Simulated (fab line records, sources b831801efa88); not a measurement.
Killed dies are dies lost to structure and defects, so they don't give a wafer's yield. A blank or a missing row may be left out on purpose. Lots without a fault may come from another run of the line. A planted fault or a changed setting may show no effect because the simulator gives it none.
Problem report in the 8D (eight disciplines) form, filled by code | flow gf180mcu | the parts of the form that need people (team, actions taken, sign-off) are left out

1. THE PROBLEM
V3_W_RS at GF_V3_RS_MEAS_24 reads a mean of 0.256 ohm/sq on 1 wafer of 1 lot; wafers without a fault read 0.324 ohm/sq with a standard deviation of 0.0051. That is -13 standard deviations from the usual mean.
The step: measures by four-point-probe.
First seen on wafer L460.6, day 27 21:11, on film_metro-02. The record holds 33 wafers of 11 lots with a number at this step. Rule for "out", or "out of limits": more than 4 standard deviations from the usual mean. The other wafers with a number count as sound.

2. WHAT IT IS AND WHAT IT IS NOT
question                    | is                | is not
which readings at this step | V3_W_RS           | -
which lots                  | L460              | L445, L447, L448, L449, L450, L451, L452, L453, L454, L455
which wafers of those lots  | L460.6            | L460.2, L460.5
read on which gauges        | film_metro-02     | film_metro-01, film_metro-04
when                        | from day 27 21:11 | up to then (32 sound wafers)

3. SUSPECTS, AND WHAT RULES EACH OUT
Counting: a tool at a process step up to the reading stays a suspect if it ran every lot that is out. Sound lots after the first of them don't rule it out here, since some wafers of a struck lot are sound.
- the gauge at GF_V3_RS_MEAS_24: ruled out. All the wafers that are out were read on film_metro-02, but those of them that GF_V3_CMP_26 has rows for are out there too, on other tools.
- pvd_sputter-04 at GF_M3_SPUTTER_03 (material Ti, target thk 10 nm, time 6.7 s): kept. It ran the lot that is out, L460 (day 26 01:25); its last sound lot up to then is L455 (day 24 16:36).
- pvd_sputter-04 at GF_M3_SPUTTER_04 (material TiN, target thk 50 nm, time 41.7 s): kept. It ran the lot that is out, L460 (day 26 01:26); its last sound lot up to then is L455 (day 24 16:37).
- pvd_sputter-04 at GF_V3_SPUTTER_22 (material TiN, target thk 10 nm, time 40 s): kept. It ran the lot that is out, L460 (day 27 21:01); its last sound lot up to then is L454 (day 26 05:49).
- cvd_w-02 at GF_V3_CVD_23 (deposits W, target thk 350 nm, time 104.9 s): kept. It ran the lot that is out, L460 (day 27 21:03); its last sound lot up to then is L455 (day 26 13:12).
Left after counting: pvd_sputter-04 at GF_M3_SPUTTER_03, pvd_sputter-04 at GF_M3_SPUTTER_04, pvd_sputter-04 at GF_V3_SPUTTER_22, cvd_w-02 at GF_V3_CVD_23.

4. THE CAUSE (what the simulator had put in)
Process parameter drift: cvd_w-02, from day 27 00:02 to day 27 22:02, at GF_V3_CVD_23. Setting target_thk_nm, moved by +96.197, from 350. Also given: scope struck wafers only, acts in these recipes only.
Counting left 4 suspects, and this tool is among them.

5. THE CHAIN OF EFFECTS, in route order
Each row: a reading whose mean over the struck wafers that have a number lies more than 3 standard deviations from the usual. Only readings for which the record gives a usual standard deviation are gone through. hours: the time from each lot's start at the first step in this table that gives one to its start at this step, as a median over the lots. sigmas: the change in usual standard deviations.
hours | step              | reading            | usual        | on struck wafers | change | sigmas
0     | GF_V3_RS_MEAS_24  | V3_W_RS            | 0.324 ohm/sq | 0.256            | -0.068 | -13
0     | GF_V3_THK_MEAS_25 | V3_W_THK           | 347 nm       | 442              | +95    | +15
0     | GF_V3_CMP_26      | time_to_endpoint_s | 85 s         | 107              | +22    | +7.1
The process steps in it:
- GF_V3_CMP_26: polishes, stops on SiO2, t overpolish 15 s, target thk 0 nm.

6. WHAT WOULD HAVE CAUGHT IT SOONER
In this record the first reading out of limits at a measuring or inspecting step was taken at day 27 21:11, 21 hours after the fault began at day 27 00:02.
Of the tool readings at GF_V3_CVD_23 for which the record gives a usual standard deviation, none was out on any struck wafer, so an alarm limit of 4 standard deviations on them would not have fired.
All the lots that are out (1) had begun GF_V3_CVD_23 on cvd_w-02 by day 27 21:11. A hold on the tool at that time would have spared none of them.
